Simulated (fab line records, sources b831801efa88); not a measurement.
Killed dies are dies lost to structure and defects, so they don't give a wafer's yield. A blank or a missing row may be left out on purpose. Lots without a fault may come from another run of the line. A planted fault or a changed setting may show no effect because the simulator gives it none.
fab line records | flow sky130
record lots=6 wafers=18 last_day=49
route steps=708 shown METAL3@572 VIA3@573
lots that met no fault: from a run of the same line without faults
start_h: hours from the record's first day to the start of the lot's first wafer shown | wait_h: hours since the lot's step before | " the same as in the row above | L1.1+2: a row that stands for several wafers | - no value, or no start given | * or withheld: withheld | < > ~ a bound
route shown NAME@n: a module of which the file shows steps, and the number in the route of the first | usual: mean/standard deviation of fault-free wafers | same: alike in all rows | chamber/n: place in a boat | sites: the reading at each site | _std_site: their standard deviation | _edge_site: outer sites' mean less inner sites' | radius_mm: how far each site lies from the wafer's centre | mask NAME#n: copy n | behind: the tool/chamber that last shaped the wafer | hold: why the lot was held/for how many hours/how that ended | device: the transistor (n, p or np) that didn't switch | end of line: the same wafers' tests at the end of the route | a step without rows: its recipe alone | killed: dies lost to structure and defects at the first sort, not the wafer's yield | map: a wafer's dies, x killed, . not, _ none there
set.NAME: the setting as run; set.NAME@STEP: as run at that earlier step | model.NAME: the simulator's own value behind a step, which no gauge read
lots at some steps of the route; a table a step, a row a wafer
services: from which hour (start_h, from the record's first day; less than 0 if before it) a tool's chamber was out of use, for how many hours, and why
## steps
# step SKY_METAL3_CLEAN_22
# recipe chemistry=O3/DIW dry=n2_spin
# step SKY_VIA3_HDPCVD_00
# recipe material=SiO2 target_thk_nm=1635 sigma_open_frac=0.3 time_s=272.5 temp_c=400 sih4_flow_sccm=60 pressure_mtorr=6
# step SKY_VIA3_THK_MEAS_01
# recipe reads=SiO2_of_VIA3_HDPCVD_00
# usual VIA3_HDPCVD_THK=1637/15
# columns lot.wafer tool chamber start_h wait_h VIA3_HDPCVD_THK[nm]
L699.3 film_metro-01 - 906.55 0.1 1638
L699.5 " - " " 1644
L699.6 " - " " 1636
L700.1 film_metro-04 - 916.69 0.1 1638
L700.3 " - " " 1653
L700.5 " - " " 1649
L705.3 film_metro-04 - 960.92 0.1 1650
L705.4 " - " " 1649
L705.6 " - " " 1631
L706.3 film_metro-02 - 965.18 0.1 1647
L706.4 " - " " 1656
L706.5 " - " " 1629
L712.2 film_metro-02 - 1004.70 0.1 1651
L712.3 " - " " 1660
L712.6 " - " " 1628
L715.2 film_metro-04 - 1025.50 0.1 1633
L715.3 " - " " 1639
L715.4 " - " " 1634
# step SKY_VIA3_CMP_02
# recipe material=SiO2 down_force_psi=4 platen_rpm=60 pad_velocity_m_s=0.94248
# usual motor_current_A=12.0/0.91 retaining_ring_pressure_frac=1.000/0.0051
# columns lot.wafer tool chamber start_h wait_h motor_current_A retaining_ring_pressure_frac
L699.3 cmp-01 2 906.76 0.2 13.1 0.998
L699.6 " 3 " " 12.6 1.002
L699.5 " 0 " " 12.7 0.994
L700.3 cmp-02 0 916.75 0.0 11.3 1.001
L700.1 " 2 " " 10.5 1.005
L700.5 " 1 " " 11.4 0.997
L705.3 cmp-01 1 961.01 0.1 12.0 1.006
L705.4 " 3 " " 12.6 1.002
L705.6 " 0 " " 12.8 0.997
L706.3 cmp-02 2 965.22 0.0 10.9 1.005
L706.4 " 1 " " 11.8 1.000
L706.5 " 2 " " 11.1 1.003
L712.3 cmp-02 1 1004.75 0.0 11.6 0.998
L712.2 " 3 " " 12.0 1.000
L712.6 " 2 " " 11.3 0.998
L715.2 cmp-02 2 1025.55 0.0 10.6 1.001
L715.3 " 3 " " 11.9 1.007
L715.4 " 1 " " 11.9 1.006
# step SKY_VIA3_BOW_MEAS_03
# recipe mode=bow
# usual VIA3_BOW=80/8.1
# columns lot.wafer tool chamber start_h wait_h VIA3_BOW[um]
L699.3 film_metro-04 - 906.96 0.1 71
L699.5 " - " " 90
L699.6 " - " " 73
L700.1 film_metro-02 - 917.05 0.1 70
L700.3 " - " " 70
L700.5 " - " " 75
L705.3 film_metro-02 - 961.30 0.2 75
L705.4 " - " " 75
L705.6 " - " " 66
L706.3 film_metro-04 - 965.56 0.3 83
L706.4 " - " " 77
L706.5 " - " " 83
L712.2 film_metro-04 - 1005.07 0.2 79
L712.3 " - " " 83
L712.6 " - " " 80
L715.2 film_metro-04 - 1025.87 0.3 90
L715.3 " - " " 93
L715.4 " - " " 84
# step SKY_VIA3_DEHYDRATE_04
# recipe temp_c=200 time_s=60
# step SKY_VIA3_HMDS_05
# recipe prime_time_s=60 prime_temp_c=120
# step SKY_VIA3_COAT_06
# recipe resist=BARC temp_c=withheld time_s=withheld spin_rpm=3000 resist_thk_nm=60
# step SKY_VIA3_COAT_07
# recipe resist=KrF-thick spin_rpm=3000 resist_thk_nm=450
# step SKY_VIA3_SOFTBAKE_08
# recipe temp_c=100 time_s=90 resist=KrF-thick
# step SKY_VIA3_EXPOSE_09
# recipe mask_id=VIM3 na=0.8 source_shape=annular sigma_inner=0.55 sigma_outer=0.85 target_cd_nm=200 dose_mj=38
# step SKY_VIA3_PEB_10
# recipe peb_temp_c=withheld peb_time_s=withheld resist=KrF-thick
# step SKY_VIA3_DEVELOP_11
# recipe develop_time_s=60 resist=KrF-thick dev_temp_c=21
# usual chill_plate_temp_C=22.98/0.11 develop_time_s=60/0
# columns lot.wafer tool chamber start_h wait_h chill_plate_temp_C develop_time_s model.KrF-thick_of_VIA3_COAT_07.thk_nm
L699.3 litho_track-03 0 931 - 22.69 60 438.3
L699.5 " 0 " " 22.77 60 437.3
L699.6 " 0 " " 22.81 60 438.4
L700.1 litho_track-02 0 941 - 23.03 60 435.8
L700.3 " 0 " " 23.04 60 436
L700.5 " 0 " " 22.92 60 436.9
L705.3 litho_track-03 - 985 - - - 450
L705.4 " - " " - - 450.5
L705.6 " - " " - - 450.4
L706.3 litho_track-01 - 989 - - - 451.3
L706.4 " - " " - - 451.6
L706.5 " - " " - - 451
L712.2 litho_track-03 0 1028 - 22.91 60 438
L712.3 " 0 " " 22.93 60 436.2
L712.6 " 0 " " 22.88 60 436.2
L715.2 litho_track-02 0 1048 - 23.05 60 437.9
L715.3 " 0 " " 23.14 60 438.3
L715.4 " 0 " " 22.96 60 438.3
# step SKY_VIA3_CD_MEAS_12
# recipe target_cd_nm=200
# usual cd_nm=200.2/1.4
# columns lot.wafer tool chamber start_h wait_h cd_nm
L699.3 cd_sem-02 - 931.88 - 201.4
L699.5 " - " " 201.0
L699.6 " - " " 200.3
L700.1 cd_sem-02 - 941.92 - 201.6
L700.3 " - " " 199.9
L700.5 " - " " 199.7
L705.3 cd_sem-02 - 985.28 - -
L705.4 " - " " -
L705.6 " - " " -
L706.3 cd_sem-02 - 989.49 - -
L706.4 " - " " -
L706.5 " - " " -
L712.2 cd_sem-02 - 1028.31 - 202.3
L712.3 " - " " 202.1
L712.6 " - " " 201.3
L715.2 cd_sem-01 - 1048.79 - 201.1
L715.3 " - " " 203.5
L715.4 " - " " 199.8
## services
# columns tool chamber start_h hours kind
cmp-02 - 895.44 0.3 repair
cmp-02 - 902.34 2.1 repair
cmp-01 - 912.00 4.0 pm
cmp-01 - 916.00 - consumable_replace:conditioner
cmp-01 - 916.00 - consumable_replace:pad
cmp-01 - 930.56 11.6 repair
cmp-01 - 945.97 1.6 repair
cmp-01 - 1022.99 2.8 repair
cmp-02 - 1044.83 2.9 repair
## key
first_sign step=SKY_VIA3_DEVELOP_11 reading=tool_record direction=missing
effect none on later readings
model_effect step=SKY_VIA3_DEVELOP_11 value=KrF-thick_of_VIA3_COAT_07.thk_nm without=436.7 struck=450.8
met_at SKY_VIA3_DEVELOP_11
struck_wafers L705.3,L705.4,L705.6,L706.3,L706.4,L706.5
later_rows_left_out L705.3,L705.4,L705.6,L706.3,L706.4,L706.5
sort_left_out L705.3,L705.4,L705.6,L706.3,L706.4,L706.5
onset_between 931 985
fault kind=skipped_step_whole tool=litho_track-01,litho_track-03 chamber=- onset_h=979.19 steps=SKY_VIA3_DEVELOP_11 scope=struck_lots_only
# sort_left_out: the simulated sort isn't trusted on such a fault, so these wafers' sort isn't shown, and their yield isn't known
# later_rows_left_out: the simulator's readings of these wafers behind a module that went badly wrong aren't trusted and aren't shown, but for the sort
